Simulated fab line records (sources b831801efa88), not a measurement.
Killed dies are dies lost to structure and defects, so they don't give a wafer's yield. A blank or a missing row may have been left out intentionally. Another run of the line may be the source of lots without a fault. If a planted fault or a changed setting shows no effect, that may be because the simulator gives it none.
Comparing a struck lot with a sound one || flow sky130 || 15 steps out of a route of 708
Sound: these wafers, L759.1, L759.2, L759.4. Struck: wafer L758.5 (left out: L758.1, L758.3 of the same lot, which were not struck); the cause appears at the end.
For every step that has rows: the tool of each side, followed by ch and its chambers, followed by its first start. Under that, the readings that differ: sound wafers || struck wafers || difference of the means || sigmas: that difference in standard deviations of wafers without a fault.
alike: readings with means less than 2 such deviations apart, plus words and numbers identical on both sides. not compared: withheld readings, readings lacking a value on some wafer, bounds such as >300 that could conceal the same value, and numbers that have no deviation in the record and whose values overlap.
Wherever a step has rows on one side only, a row that says differs or no value, or a row with sigmas, the two part there. Non-overlapping numbers with no deviation appear without sigmas and do not part them. Lack of a reading on every wafer of one side parts them only where that side has two or more wafers.

first, 4 steps without rows for these wafers: SKY_LDD_P_SOFTBAKE_03 (time 60 s); SKY_LDD_P_EXPOSE_04 (exposes mask PSDM, target cd 380 nm); SKY_LDD_P_PEB_05; SKY_LDD_P_DEVELOP_06 (develop time 60 s).
SKY_LDD_P_CD_MEAS_07: target cd 380 nm.
  sound on cd-sem-02 at day 26 12:55; struck on cd-sem-01 at day 26 13:01
  alike: cd-nm
SKY_LDD_P_OVL_MEAS_08:
  sound on overlay-01 at day 26 13:02; struck on overlay-02 at day 26 13:08
  alike: LDD_P_OVL
after that, 1 step had no rows for these wafers: SKY_LDD_P_IMPLANT_09.
SKY_LDD_P_STRIP_10: strips in O2/N2.
  sound on plasma-asher-02 ch 0,1, day 26 13:13; struck on plasma-asher-04 ch 1, day 26 13:22
  alike: drypump-motor-current-A, o2-flow-sccm, oes-product-au, strip-time-to-endpoint-s
  not compared: rf-hours-counter-h
SKY_LDD_P_TW_MEAS_11:
  sound on film-metro-01 at day 26 13:19; struck on film-metro-02 at day 26 13:28
  alike: LDD_P_TW
then, 3 steps without rows for these wafers: SKY_LDD_HVN_DEHYDRATE_00 (time 60 s); SKY_LDD_HVN_HMDS_01 (prime time 60 s); SKY_LDD_HVN_COAT_02 (resist thk 300 nm).
SKY_LDD_HVN_SOFTBAKE_03: time 60 s.
  sound on litho-track-01 ch 0, day 27 04:51; struck on litho-track-02 ch 0, day 27 04:58
{"reading": "heater-power-total-W (W)", "sound": "56.55 56.62 56.62", "struck": 58.13, "difference": "+1.53", "sigmas": "+38"}
{"reading": "run-length-s (s)", "sound": "89.17 89.06 89.03", "struck": 84.84, "difference": -4.25, "sigmas": -24}
then, 1 step without rows for these wafers: SKY_LDD_HVN_EXPOSE_04 (exposes mask HVNTM, target cd 700 nm).
-- here the record skips 23 days between the struck wafers' starts before and after, leaving off in module LDD_HVN and picking up in module PAD_OPEN (first step shown: number 708 of the route) --
SKY_PAD_OPEN_PROBE_99:
  sound on prober-02 at day 50 13:57; struck on prober-01 at day 50 12:39
{"reading": "killed_at_M4_up", "sound": "2 1 2", "struck": 6, "difference": "+4", "sigmas": "+3"}
  alike: killed_at_M0_to_M3, killed-at-contacts, killed-at-front-end, killed-at-other, killed-dies, killed-open, killed-short

WHERE THEY PART
Last at SKY_PAD_OPEN_PROBE_99 as far as this record goes, first at SKY_LDD_HVN_SOFTBAKE_03.

WHY: what had been put in by the simulator
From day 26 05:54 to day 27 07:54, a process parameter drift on litho-track-02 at SKY_LDD_HVN_SOFTBAKE_03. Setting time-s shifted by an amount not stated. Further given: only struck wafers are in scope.
